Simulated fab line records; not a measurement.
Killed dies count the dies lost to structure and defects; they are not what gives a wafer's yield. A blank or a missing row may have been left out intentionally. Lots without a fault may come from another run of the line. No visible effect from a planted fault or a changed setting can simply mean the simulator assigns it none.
Shared-tool check :: flow sky130 :: Sample size 13 lots and 39 wafers

REASON FOR OPENING
SKY_SD_N_RS_MEAS_16, reading SD_N_RS: flagged on 2 of 13 lots. No-fault wafers: 68.55 ohm/sq, standard deviation 0.11.
Rule: a lot is flagged in two cases, either no wafer of it has a number, or all its wafers with numbers fall more than 4 standard deviations from that mean. The other lots count as sound.

lot: L231
measured: day 28 19:10
on: filmMetro-04
SD_N_RS (ohm/sq), wafer by wafer: 68.55 68.74 68.65
flag: 

lot: L234
measured: day 29 17:10
on: filmMetro-04
SD_N_RS (ohm/sq), wafer by wafer: 68.57 68.55 68.47
flag: 

lot: L236
measured: day 30 05:48
on: filmMetro-03
SD_N_RS (ohm/sq), wafer by wafer: 68.56 68.51 68.74
flag: 

lot: L235
measured: day 30 06:37
on: filmMetro-03
SD_N_RS (ohm/sq), wafer by wafer: 68.69 68.69 68.73
flag: 

lot: L238
measured: day 30 20:43
on: filmMetro-02
SD_N_RS (ohm/sq), wafer by wafer: 68.63 68.66 68.41
flag: 

lot: L243
measured: day 32 08:20
on: filmMetro-03
SD_N_RS (ohm/sq), wafer by wafer: 68.44 68.46 68.24
flag: 

lot: L242
measured: day 32 10:27
on: filmMetro-03
SD_N_RS (ohm/sq), wafer by wafer: 68.43 68.60 68.46
flag: 

lot: L240
measured: day 32 12:31
on: filmMetro-03
SD_N_RS (ohm/sq), wafer by wafer: 68.57 68.55 68.41
flag: 

lot: L241
measured: day 32 13:58
on: filmMetro-02
SD_N_RS (ohm/sq), wafer by wafer: 68.68 68.67 68.71
flag: 

lot: L244
measured: day 33 03:44
on: filmMetro-02
SD_N_RS (ohm/sq), wafer by wafer: 65.80 65.84 65.97
flag: FLAGGED

lot: L247
measured: day 34 00:02
on: filmMetro-02
SD_N_RS (ohm/sq), wafer by wafer: 68.59 68.47 68.59
flag: 

lot: L249
measured: day 34 07:35
on: filmMetro-03
SD_N_RS (ohm/sq), wafer by wafer: 65.86 65.99 65.75
flag: FLAGGED

lot: L252
measured: day 35 07:40
on: filmMetro-03
SD_N_RS (ohm/sq), wafer by wafer: 68.56 68.65 68.58
flag: 
On average the flagged lots' numbers are 65.87 ohm/sq, which is -2.68 ohm/sq against the usual, or -24 standard deviations.

EACH LOT AND THE TOOL IT RAN ON
2 process steps preceding the reading are held in the record, out of 708 steps in the route. In each cell: the tool, then ch and the chambers that the sampled wafers went through, then the start.
lot: L231
flag: 
SKY_SD_N_IMPLANT_10: implanter-03 ch 0, day 28 18:38
SKY_SD_N_STRIP_11: plasmaAsher-01 ch 0,1, day 28 18:47

lot: L234
flag: 
SKY_SD_N_IMPLANT_10: implanter-02 ch 0, day 29 16:34
SKY_SD_N_STRIP_11: plasmaAsher-04 ch 0,1, day 29 16:43

lot: L236
flag: 
SKY_SD_N_IMPLANT_10: implanter-02 ch 0, day 30 05:16
SKY_SD_N_STRIP_11: plasmaAsher-01 ch 0, day 30 05:25

lot: L235
flag: 
SKY_SD_N_IMPLANT_10: implanter-02 ch 0, day 30 06:02
SKY_SD_N_STRIP_11: plasmaAsher-01 ch 0,1, day 30 06:11

lot: L238
flag: 
SKY_SD_N_IMPLANT_10: implanter-04 ch 0, day 30 20:12
SKY_SD_N_STRIP_11: plasmaAsher-01 ch 0,1, day 30 20:20

lot: L243
flag: 
SKY_SD_N_IMPLANT_10: implanter-02 ch 0, day 32 07:49
SKY_SD_N_STRIP_11: plasmaAsher-01 ch 0, day 32 07:56

lot: L242
flag: 
SKY_SD_N_IMPLANT_10: implanter-03 ch 0, day 32 09:55
SKY_SD_N_STRIP_11: plasmaAsher-02 ch 0,1, day 32 10:04

lot: L240
flag: 
SKY_SD_N_IMPLANT_10: implanter-04 ch 0, day 32 11:59
SKY_SD_N_STRIP_11: plasmaAsher-01 ch 0,1, day 32 12:08

lot: L241
flag: 
SKY_SD_N_IMPLANT_10: implanter-02 ch 0, day 32 13:26
SKY_SD_N_STRIP_11: plasmaAsher-02 ch 0,1, day 32 13:33

lot: L244
flag: FLAGGED
SKY_SD_N_IMPLANT_10: implanter-04 ch 0, day 33 02:52
SKY_SD_N_STRIP_11: plasmaAsher-02 ch 0,1, day 33 03:20

lot: L247
flag: 
SKY_SD_N_IMPLANT_10: implanter-04 ch 0, day 33 23:27
SKY_SD_N_STRIP_11: plasmaAsher-01 ch 0,1, day 33 23:36

lot: L249
flag: FLAGGED
SKY_SD_N_IMPLANT_10: implanter-03 ch 0, day 34 06:44
SKY_SD_N_STRIP_11: plasmaAsher-04 ch 0,1, day 34 07:12

lot: L252
flag: 
SKY_SD_N_IMPLANT_10: implanter-02 ch 0, day 35 07:08
SKY_SD_N_STRIP_11: plasmaAsher-04 ch 0,1, day 35 07:16
What these steps do:
- SKY_SD_N_IMPLANT_10
- SKY_SD_N_STRIP_11: strips in O2/N2.
- SKY_SD_N_RS_MEAS_16: measures by four-point-probe.

FLAGGED AGAINST TOTAL, ONE TOOL AT A TIME (gauges that did the reading follow at the end)
step: SKY_SD_N_IMPLANT_10
tool: implanter-02
lots run: 6
flagged: 0
share of the flagged lots: none
sound lots run after its first flagged lot: -

step: SKY_SD_N_IMPLANT_10
tool: implanter-03
lots run: 3
flagged: 1
share of the flagged lots: some
sound lots run after its first flagged lot: 0

step: SKY_SD_N_IMPLANT_10
tool: implanter-04
lots run: 4
flagged: 1
share of the flagged lots: some
sound lots run after its first flagged lot: 1 (L247)

step: SKY_SD_N_STRIP_11
tool: plasmaAsher-01
lots run: 7
flagged: 0
share of the flagged lots: none
sound lots run after its first flagged lot: -

step: SKY_SD_N_STRIP_11
tool: plasmaAsher-02
lots run: 3
flagged: 1
share of the flagged lots: some
sound lots run after its first flagged lot: 0

step: SKY_SD_N_STRIP_11
tool: plasmaAsher-04
lots run: 3
flagged: 1
share of the flagged lots: some
sound lots run after its first flagged lot: 1 (L252)

step: SKY_SD_N_RS_MEAS_16
tool: filmMetro-02
lots run: 4
flagged: 1
share of the flagged lots: some
sound lots run after its first flagged lot: 1 (L247)

step: SKY_SD_N_RS_MEAS_16
tool: filmMetro-03
lots run: 7
flagged: 1
share of the flagged lots: some
sound lots run after its first flagged lot: 1 (L252)

step: SKY_SD_N_RS_MEAS_16
tool: filmMetro-04
lots run: 2
flagged: 0
share of the flagged lots: none
sound lots run after its first flagged lot: -

WHAT IS ALLOWED BY THE TABLE
No row of the table ran every flagged lot.

WHAT THE SIMULATOR HAD INSERTED
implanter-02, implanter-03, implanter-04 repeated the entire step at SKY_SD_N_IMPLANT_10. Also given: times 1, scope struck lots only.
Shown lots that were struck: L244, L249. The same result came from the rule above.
